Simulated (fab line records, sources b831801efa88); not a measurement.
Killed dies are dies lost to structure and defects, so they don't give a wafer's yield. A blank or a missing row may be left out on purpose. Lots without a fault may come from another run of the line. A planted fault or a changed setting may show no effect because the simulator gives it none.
fab line records | flow sfq_line
record lots=15 wafers=45 last_day=81
route steps=325 shown I5@236 I6@279 M7@294 I7@297
lots that met no fault: from a run of the same line without faults
start_h: hours from the record's first day to the start of the lot's first wafer shown | wait_h: hours since the lot's step before | " the same as in the row above | L1.1+2: a row that stands for several wafers | - no value, or no start given | * or withheld: withheld | < > ~ a bound
route shown NAME@n: a module of which the file shows steps, and the number in the route of the first | usual: mean/standard deviation of fault-free wafers | same: alike in all rows | chamber/n: place in a boat | sites: the reading at each site | _std_site: their standard deviation | _edge_site: outer sites' mean less inner sites' | radius_mm: how far each site lies from the wafer's centre | mask NAME#n: copy n | behind: the tool/chamber that last shaped the wafer | hold: why the lot was held/for how many hours/how that ended | device: the transistor (n, p or np) that didn't switch | end of line: the same wafers' tests at the end of the route | a step without rows: its recipe alone | killed: dies lost to structure and defects at the first sort, not the wafer's yield | map: a wafer's dies, x killed, . not, _ none there
set.NAME: the setting as run; set.NAME@STEP: as run at that earlier step | model.NAME: the simulator's own value behind a step, which no gauge read
steps of the route over a sample of lots; a table a step, a row a wafer
services: from which hour (start_h, from the record's first day; less than 0 if before it) a tool's chamber was out of use, for how many hours, and why
## steps
# step SFQ_TRILAYER_I5_BARC_OPEN_VIA_ETCH_200
# recipe mask_material=PR chemistry=O2 target_depth_nm=125 target=BARC source_w=500 bias_w=80 pressure_mtorr=30 time_s=41.7
# usual drypump_motor_current_A=5.7/0.62 oes_product_au=0.685/0.0048
# columns lot.wafer tool chamber start_h wait_h drypump_motor_current_A oes_product_au rf_hours_counter_h
L900.3 rie_diel-01 2 1236.48 0.0 5.1 0.683 16
L900.4 " 0 " " 6.5 0.681 14
L900.5 " 0 " " 6.6 0.692 -
L901.3 rie_diel-04 1 1237.68 0.0 5.4 0.688 9
L901.4 " 0 " " 6.2 0.687 3
L901.5 " 1 " " 5.4 0.683 -
L902.1 rie_diel-01 1 1240.08 0.0 4.8 0.690 12
L902.5 " 1 " " 4.8 0.680 -
L902.6 " 2 " " 5.1 0.692 -
L907.1 rie_diel-03 1 1258.08 0.0 5.6 0.687 17
L907.2 " 0 " " 6.5 0.683 4
L907.4 " 1 " " 5.6 0.674 -
L908.1 rie_diel-04 1 1265.54 0.0 5.4 0.691 10
L908.3 " 3 " " 5.6 0.686 21
L908.5 " 2 " " 6.1 0.687 -
L909.1 rie_diel-03 0 1267.94 0.0 6.4 0.682 4
L909.3 " 1 " " 5.6 0.688 18
L909.4 " 2 " " 6.4 0.688 14
L910.1 rie_diel-01 3 1300.34 0.0 4.9 0.678 10
L910.4 " 2 " " 5.1 0.688 17
L910.5 " 2 " " 5.1 0.686 -
L911.2 rie_diel-03 0 1461.61 0.0 6.4 0.686 7
L911.3 " 2 " " 6.3 0.682 17
L911.6 " 2 " " 6.3 0.684 -
L912.1 rie_diel-04 2 1462.81 0.0 6.1 0.685 15
L912.3 " 3 " " 5.6 0.681 1
L912.4 " 2 " " 6.1 0.682 -
L913.1 rie_diel-03 0 1464.01 0.0 6.4 0.690 7
L913.2 " 2 " " 6.4 0.695 17
L913.6 " 2 " " 6.4 0.679 -
L914.3 rie_diel-01 2 1630.11 0.0 5.1 0.687 2
L914.4 " 0 " " 6.5 0.681 0
L914.6 " 1 " " 4.8 0.687 -
L916.1 rie_diel-03 3 1633.55 0.0 5.0 0.681 19
L916.5 " 2 " " 6.4 0.686 -
L916.6 " 3 " " 5.0 0.684 -
L920.1 rie_diel-03 0 1639.55 0.0 6.4 0.687 10
L920.2 " 2 " " 6.4 0.682 20
L920.3 " 1 " " 5.6 0.688 1
L921.1 rie_diel-04 0 1640.75 0.0 6.1 0.681 8
L921.4 " 3 " " 5.5 0.683 4
L921.5 " 0 " " 6.1 0.694 -
L922.2 rie_diel-03 0 1645.65 0.0 6.4 0.683 10
L922.4 " 1 " " 5.6 0.677 1
L922.5 " 1 " " 5.6 0.685 -
# step SFQ_TRILAYER_I6_VIA_STRIP_STRIP_173
# recipe gas=O2 power_w=200 platen_temp_c=40 overash_fraction=0.65 chemistry=O2 pressure_mtorr=50
# usual drypump_motor_current_A=5.81/0.22 oes_product_au=1.006/0.008
# columns lot.wafer tool chamber start_h wait_h drypump_motor_current_A oes_product_au rf_hours_counter_h
L900.3 rie_metal-01 0 1384.87 - 5.80 1.020 -
L900.4 " 1 " " 5.71 1.011 -
L900.5 " 0 " " 5.77 1.013 -
L901.3 rie_metal-01 1 1387.27 - 5.71 1.006 -
L901.4 " 0 " " 5.77 1.018 -
L901.5 " 1 " " 5.71 0.998 -
L902.1 rie_metal-01 1 1393.07 - 5.74 1.007 92
L902.5 " 1 " " 5.75 1.010 -
L902.6 " 0 " " 5.77 1.016 -
L907.1 rie_metal-03 1 1519.49 - 6.28 1.009 59
L907.2 " 0 " " 5.57 1.007 96
L907.4 " 1 " " 6.32 1.007 -
L908.1 rie_metal-01 0 1521.80 - 5.80 1.017 83
L908.3 " 0 " " 5.76 1.015 -
L908.5 " 1 " " 5.73 1.000 -
L909.1 rie_metal-04 1 1523.00 - 5.72 0.993 86
L909.3 " 1 " " 5.73 0.999 -
L909.4 " 0 " " 6.32 1.007 -
L910.1 rie_metal-01 1 1524.20 - 5.69 1.000 112
L910.4 " 1 " " 5.68 1.005 -
L910.5 " 0 " " 5.78 1.009 -
L911.2 rie_metal-03 0 1525.40 - 5.56 1.003 96
L911.3 " 1 " " 6.29 0.999 -
L911.6 " 0 " " 5.55 1.010 -
L912.1 rie_metal-04 1 1559.38 - 5.73 0.996 91
L912.3 " 1 " " 5.70 1.002 -
L912.4 " 1 " " 5.71 0.996 -
L913.1 rie_metal-01 1 1597.41 - 5.73 0.996 122
L913.2 " 0 " " 5.79 0.998 94
L913.6 " 0 " " 5.80 1.018 -
L914.3 rie_metal-01 0 1741.37 - 5.80 1.012 -
L914.4 " 0 " " 5.78 1.007 -
L914.6 " 0 " " 5.76 1.011 -
L916.1 rie_metal-03 1 1743.84 - 6.32 1.031 95
L916.5 " 1 " " 6.29 1.013 -
L916.6 " 0 " " 5.55 1.002 -
L920.1 rie_metal-04 1 1758.89 - 5.71 1.004 122
L920.2 " 1 " " 5.71 1.008 -
L920.3 " 1 " " 5.71 1.002 -
L921.1 rie_metal-04 1 1761.29 - 5.72 0.994 123
L921.4 " 1 " " 5.72 0.999 -
L921.5 " 1 " " 5.70 1.006 -
L922.2 rie_metal-04 1 1763.89 - 5.71 1.011 -
L922.4 " 1 " " 5.71 0.999 -
L922.5 " 1 " " 5.74 1.008 -
# step SFQ_TRILAYER_M7_STRIP_STRIP_181
# recipe gas=O2 power_w=200 platen_temp_c=40 overash_fraction=0.65 chemistry=O2 pressure_mtorr=50
# usual drypump_motor_current_A=5.9/0.46 oes_product_au=1.005/0.0089
# columns lot.wafer tool chamber start_h wait_h drypump_motor_current_A oes_product_au rf_hours_counter_h
L900.3 rie_metal-02 0 1481.32 0.2 6.5 1.014 -
L900.4 " 1 " " 5.2 1.015 -
L900.5 " 1 " " 5.2 1.006 -
L901.3 rie_metal-04 1 1484.92 0.2 5.7 1.003 -
L901.4 " 0 " " 6.3 1.026 -
L901.5 " 0 " " 6.3 1.017 -
L902.1 rie_metal-03 0 1493.30 0.2 5.5 1.010 91
L902.5 " 0 " " 5.5 1.012 -
L902.6 " 0 " " 5.5 0.996 -
L907.1 rie_metal-02 1 1619.21 0.1 5.2 1.010 76
L907.2 " 0 " " 6.5 1.012 41
L907.4 " 0 " " 6.5 1.008 -
L908.1 rie_metal-04 1 1620.41 0.1 5.7 1.010 99
L908.3 " 1 " " 5.7 1.013 -
L908.5 " 1 " " 5.7 1.009 -
L909.1 rie_metal-02 0 1621.61 0.1 6.5 1.029 42
L909.3 " 1 " " 5.2 0.995 -
L909.4 " 0 " " 6.5 1.015 -
L910.1 rie_metal-03 1 1622.81 0.1 6.3 1.021 74
L910.4 " 0 " " 5.6 1.006 -
L910.5 " 0 " " 5.5 1.000 -
L911.2 rie_metal-02 0 1624.01 0.1 6.5 1.015 43
L911.3 " 1 " " 5.2 0.999 -
L911.6 " 0 " " 6.5 1.011 -
L912.1 rie_metal-04 0 1628.81 0.1 6.3 1.003 6
L912.3 " 1 " " 5.7 0.993 -
L912.4 " 0 " " 6.3 1.007 -
L913.1 rie_metal-03 0 1630.01 0.1 5.5 1.006 112
L913.2 " 1 " " 6.3 1.005 75
L913.6 " 0 " " 5.6 0.995 -
L914.3 rie_metal-04 1 1769.61 0.2 5.7 0.998 -
L914.4 " 0 " " 6.3 1.003 -
L914.6 " 0 " " 6.3 0.997 -
L916.1 rie_metal-03 1 1772.63 0.1 6.3 1.012 99
L916.5 " 0 " " 5.6 1.003 -
L916.6 " 1 " " 6.3 1.015 -
L920.1 rie_metal-02 1 1778.56 0.1 5.2 0.999 100
L920.2 " 0 " " 6.5 1.018 68
L920.3 " 1 " " 5.2 0.999 -
L921.1 rie_metal-04 1 1780.96 0.1 5.7 0.999 128
L921.4 " 0 " " 6.3 1.010 -
L921.5 " 1 " " 5.7 0.993 -
L922.2 rie_metal-03 1 1783.36 0.1 6.3 1.008 101
L922.4 " 1 " " 6.3 1.005 -
L922.5 " 0 " " 5.5 1.004 -
# step SFQ_TRILAYER_I7_CMP_CMP_184
# recipe material=SiO2 down_force_psi=3 platen_rpm=60 pad_velocity_m_s=0.94248
# usual head_pressure_psi=3.000/0.0068 motor_current_A=10.3/0.84 time_to_endpoint_s=216/7.2
# columns lot.wafer tool chamber start_h wait_h head_pressure_psi motor_current_A time_to_endpoint_s
L900.4 cmp-02 3 1492.89 10.7 3.002 9.9 199
L900.3 " 0 " " 3.000 11.0 203
L900.5 " 3 1494.89 12.7 3.002 9.9 201
L901.3 cmp-01 1 1497.69 12.2 2.995 11.4 212
L901.4 " 2 " " 3.001 10.1 211
L901.5 " 0 1499.19 13.6 3.002 11.3 219
L902.1 cmp-02 2 1505.89 11.0 2.997 9.8 203
L902.6 " 0 1506.89 12.0 2.990 11.0 206
L902.5 " 1 " " 3.004 8.9 216
L907.2 cmp-02 1 1622.02 2.0 2.997 8.8 211
L907.4 " 2 " " 2.998 10.1 220
L907.1 " 3 " " 2.983 9.9 206
L908.3 cmp-01 2 1624.82 3.6 2.995 9.9 208
L908.1 " 3 " " 3.001 11.2 215
L908.5 " 0 " " 3.009 11.5 221
L909.1 cmp-01 1 1626.82 4.4 2.378 9.7 271
L909.4 " 2 " " 2.381 8.7 286
L909.3 " 3 " " 2.379 9.3 287
L910.1 cmp-01 1 1629.82 6.2 2.386 9.8 272
L910.4 " 0 1631.32 7.7 2.395 10.0 271
L910.5 " 1 " " 2.378 9.4 269
L911.2 cmp-02 1 1630.92 6.1 3.004 9.1 222
L911.3 " 2 " " 2.997 9.5 216
L911.6 " 2 1633.42 8.6 3.000 9.4 216
L912.3 cmp-02 2 1636.92 7.3 2.998 9.6 220
L912.1 " 3 " " 3.009 10.0 208
L912.4 " 0 " " 2.991 10.5 216
L913.1 cmp-01 2 1639.32 8.5 2.372 9.1 278
L913.2 " 0 1640.32 9.5 2.384 10.4 285
L913.6 " 2 1641.32 10.5 2.370 8.7 276
L914.4 cmp-02 3 1771.27 1.0 2.999 10.4 227
L914.3 " 0 " " 2.995 10.7 218
L914.6 " 2 1772.77 2.5 3.002 9.6 224
L916.1 cmp-02 2 1777.27 3.6 2.998 9.8 218
L916.5 " 0 1778.27 4.6 3.002 10.5 228
L916.6 " 1 " " 3.007 9.0 226
L920.2 cmp-02 3 1785.27 5.9 2.999 9.8 211
L920.3 " 1 1786.27 6.9 2.994 8.9 216
L920.1 " 2 " " 3.013 10.1 221
L921.1 cmp-02 1 1788.27 6.5 3.004 8.7 218
L921.4 " 2 " " 2.996 9.6 228
L921.5 " 1 1790.27 8.4 3.003 9.3 223
L922.2 cmp-01 1 1789.91 5.7 3.003 11.5 214
L922.4 " 3 1790.91 6.7 2.988 11.3 223
L922.5 " 1 1791.91 7.7 2.993 11.2 215
## services
# columns tool chamber start_h hours kind
cmp-02 - 1213.80 5.4 repair
cmp-02 - 1229.82 1.4 repair
cmp-02 - 1244.15 5.0 pm
cmp-02 - 1253.39 6.7 pm
cmp-02 - 1260.08 4.0 pm
rie_metal-04 - 1313.00 1.2 repair
cmp-02 - 1364.77 0.6 repair
cmp-02 - 1391.90 4.4 repair
cmp-02 - 1420.08 0.8 repair
rie_metal-03 - 1435.74 28.1 pm
cmp-02 - 1436.23 1.8 repair
rie_metal-03 1 1490.74 13.0 repair
cmp-02 - 1543.68 1.2 repair
cmp-02 - 1553.62 10.3 pm
cmp-02 - 1563.31 1.3 repair
rie_metal-04 - 1576.27 0.4 repair
cmp-02 - 1602.82 4.0 pm
cmp-02 - 1611.48 0.3 repair
cmp-02 - 1642.71 5.2 repair
rie_metal-03 - 1649.64 4.3 pm
rie_metal-03 0 1660.05 4.1 repair
cmp-02 - 1720.66 1.4 repair
rie_metal-04 0 1758.31 10.0 repair
cmp-02 - 1769.41 0.6 repair
## key
first_sign step=SFQ_TRILAYER_I7_CMP_CMP_184 reading=head_pressure_psi direction=down sigmas=90 usual=3.000 struck=2.381
effect step=SFQ_TRILAYER_I7_CMP_CMP_184 reading=time_to_endpoint_s direction=up sigmas=8.5 usual=* struck=*
met_at SFQ_TRILAYER_I7_CMP_CMP_184
struck_lots L909,L910,L913
not_acting_at SFQ_TRILAYER_I5_BARC_OPEN_VIA_ETCH_200,SFQ_TRILAYER_I6_VIA_STRIP_STRIP_173,SFQ_TRILAYER_M7_STRIP_STRIP_181
fault kind=process_parameter_drift tool=cmp-01 chamber=- onset_h=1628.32 steps=SFQ_TRILAYER_I7_CMP_CMP_184 channel=down_force_psi offset=-0.61871 shape=step end_h=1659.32 acts_in=these_recipes_only stated=3
